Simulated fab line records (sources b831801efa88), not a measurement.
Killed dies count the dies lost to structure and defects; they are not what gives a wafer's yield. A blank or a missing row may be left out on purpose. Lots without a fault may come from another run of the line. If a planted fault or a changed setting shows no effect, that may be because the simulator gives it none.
A struck lot beside a sound one / flow sky130 / 39 steps out of a route of 708
Sound: these wafers, L742.1, L742.4, L742.6. Struck: wafers L738.2, L738.3, L738.4. The cause is given at the end.
Order at every step that has rows: each side's tool, ch and its chambers, its first start. Under that, the readings that differ: sound wafers / struck wafers / difference of the means / sigmas: that difference in standard deviations of wafers without a fault.
alike: a reading whose means differ by less than 2 such deviations, as well as words and numbers matching on both sides. not compared: withheld readings; readings where some wafer has no value; bounds like >300 that might hide an equal value; numbers whose values overlap and for which the record gives no deviation.
The two part at a step that has a row with sigmas, a row that says differs or no value, or rows on one side only. Numbers that don't overlap but have no deviation are shown without sigmas and don't part them. A reading missing from all wafers of one side parts the sides only when that side holds two or more wafers.

first, 10 steps without rows for these wafers: SKY_VT_ADJUST_LVTN_HMDS_12 (prime time 60 s); SKY_VT_ADJUST_LVTN_COAT_13 (resist thk 1140 nm); SKY_VT_ADJUST_LVTN_SOFTBAKE_14 (time 60 s); SKY_VT_ADJUST_LVTN_EXPOSE_15 (exposes mask HVN STD DERIVED, target cd 600 nm); SKY_VT_ADJUST_LVTN_PEB_16; SKY_VT_ADJUST_LVTN_DEVELOP_17 (develop time 60 s); SKY_VT_ADJUST_LVTN_IMPLANT_19; SKY_VT_ADJUST_LVTN_STRIP_20 (strips in O2/N2); SKY_VT_ADJUST_NCORE_DEHYDRATE_00 (time 60 s); SKY_VT_ADJUST_NCORE_HMDS_01 (prime time 60 s).
SKY_VT_ADJUST_NCORE_COAT_02: resist thk 1140 nm.
  struck on litho track-01, day 12 21:46; sound on litho track-01 ch 0, day 13 21:53
  no value came back on the struck wafers for chill plate temp C (C), dispense pressure kPa (kPa); on the sound wafers chill plate temp C (C) reads 22.78 22.81 22.99
then, 4 steps without rows for these wafers: SKY_VT_ADJUST_NCORE_SOFTBAKE_03 (time 60 s); SKY_VT_ADJUST_NCORE_EXPOSE_04 (exposes mask LVTN COMPLEMENT THIN, target cd 380 nm); SKY_VT_ADJUST_NCORE_PEB_05; SKY_VT_ADJUST_NCORE_DEVELOP_06 (develop time 60 s).
SKY_VT_ADJUST_NCORE_CD_MEAS_07: the cd target is 380 nm.
  struck on cd sem-01, day 13 10:07; sound on cd sem-01, day 14 11:02
reading=cd nm (nm); sound=374 377 377; struck=- - -; difference=no value on the struck wafers; sigmas=
SKY_VT_ADJUST_NCORE_OVL_MEAS_08:
  struck on overlay-02, day 13 10:13; sound on overlay-02, day 14 11:09
reading=VT_ADJUST_NCORE_OVL (nm); sound=-1.4 0.5 -1.9; struck=- - -; difference=no value on the struck wafers; sigmas=
then, 11 steps without rows for these wafers: SKY_VT_ADJUST_NCORE_IMPLANT_09; SKY_VT_ADJUST_NCORE_STRIP_10 (strips in O2/N2); SKY_VT_ADJUST_HVTR_DEHYDRATE_00 (time 60 s); SKY_VT_ADJUST_HVTR_HMDS_01 (prime time 60 s); SKY_VT_ADJUST_HVTR_COAT_02 (resist thk 1140 nm); SKY_VT_ADJUST_HVTR_SOFTBAKE_03 (time 60 s); SKY_VT_ADJUST_HVTR_EXPOSE_04 (exposes mask HVTRM, target cd 380 nm); SKY_VT_ADJUST_HVTR_PEB_05; SKY_VT_ADJUST_HVTR_DEVELOP_06 (develop time 60 s); SKY_VT_ADJUST_HVTR_IMPLANT_09; SKY_VT_ADJUST_HVTR_STRIP_10 (strips in O2/N2).
SKY_VT_ADJUST_HVTR_TW_MEAS_11:
  struck on film metro-04, day 14 12:36; sound on film metro-04, day 15 15:08
reading=VT_ADJUST_HVTR_TW; sound=212.0 213.5 211.6; struck=265.7 265.7 266.6; difference=+53.6; sigmas=+23
then, 7 steps without rows for these wafers: SKY_VT_ADJUST_PCH_DEHYDRATE_00 (time 60 s); SKY_VT_ADJUST_PCH_HMDS_01 (prime time 60 s); SKY_VT_ADJUST_PCH_COAT_02 (resist thk 3000 nm); SKY_VT_ADJUST_PCH_SOFTBAKE_03; SKY_VT_ADJUST_PCH_EXPOSE_04 (exposes mask NWM, target cd 840 nm); SKY_VT_ADJUST_PCH_PEB_05; SKY_VT_ADJUST_PCH_DEVELOP_06 (develop time 60 s).
SKY_VT_ADJUST_PCH_TW_MEAS_10:
  struck on film metro-04, day 15 16:34; sound on film metro-03, day 16 19:28
reading=VT_ADJUST_PCH_TW; sound=139.8 140.1 139.9; struck=231.2 231.8 231.4; difference=+91.5; sigmas=+65
SKY_SONOS_TUNNEL_TW_MEAS_12:
  struck on film metro-01, day 16 21:16; sound on film metro-03, day 18 00:30
reading=SONOS_TUNNEL_TW; sound=193.4 193.6 192.0; struck=257.9 256.5 257.5; difference=+64.3; sigmas=+29
-- the record jumps here: 35 days lie between the struck wafers' starts before and after (it left off in module SONOS_TUNNEL and takes up again in module PAD_OPEN, whose first step shown is number 708 of the route) --
SKY_PAD_OPEN_PROBE_99:
  struck on prober-02, day 51 14:34; sound on prober-01, day 51 15:24
reading=killed at front end; sound=20 15 16; struck=426 405 410; difference=+397; sigmas=+88
reading=killed dies; sound=95 85 91; struck=492 492 492; difference=+402; sigmas=+41
reading=killed on rim; sound=22 21 13; struck=96 96 96; difference=+77; sigmas=+20
  alike: killed_at_M0_to_M3, killed_at_M4_up, killed at contacts, killed open, killed short

== WHERE THEY PART ==
At SKY_VT_ADJUST_NCORE_COAT_02 first; at SKY_PAD_OPEN_PROBE_99 last (within this record only).

WHY: what had been put in by the simulator
Skipped step whole: litho track-01, from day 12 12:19 on, at SKY_VT_ADJUST_NCORE_COAT_02. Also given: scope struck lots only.
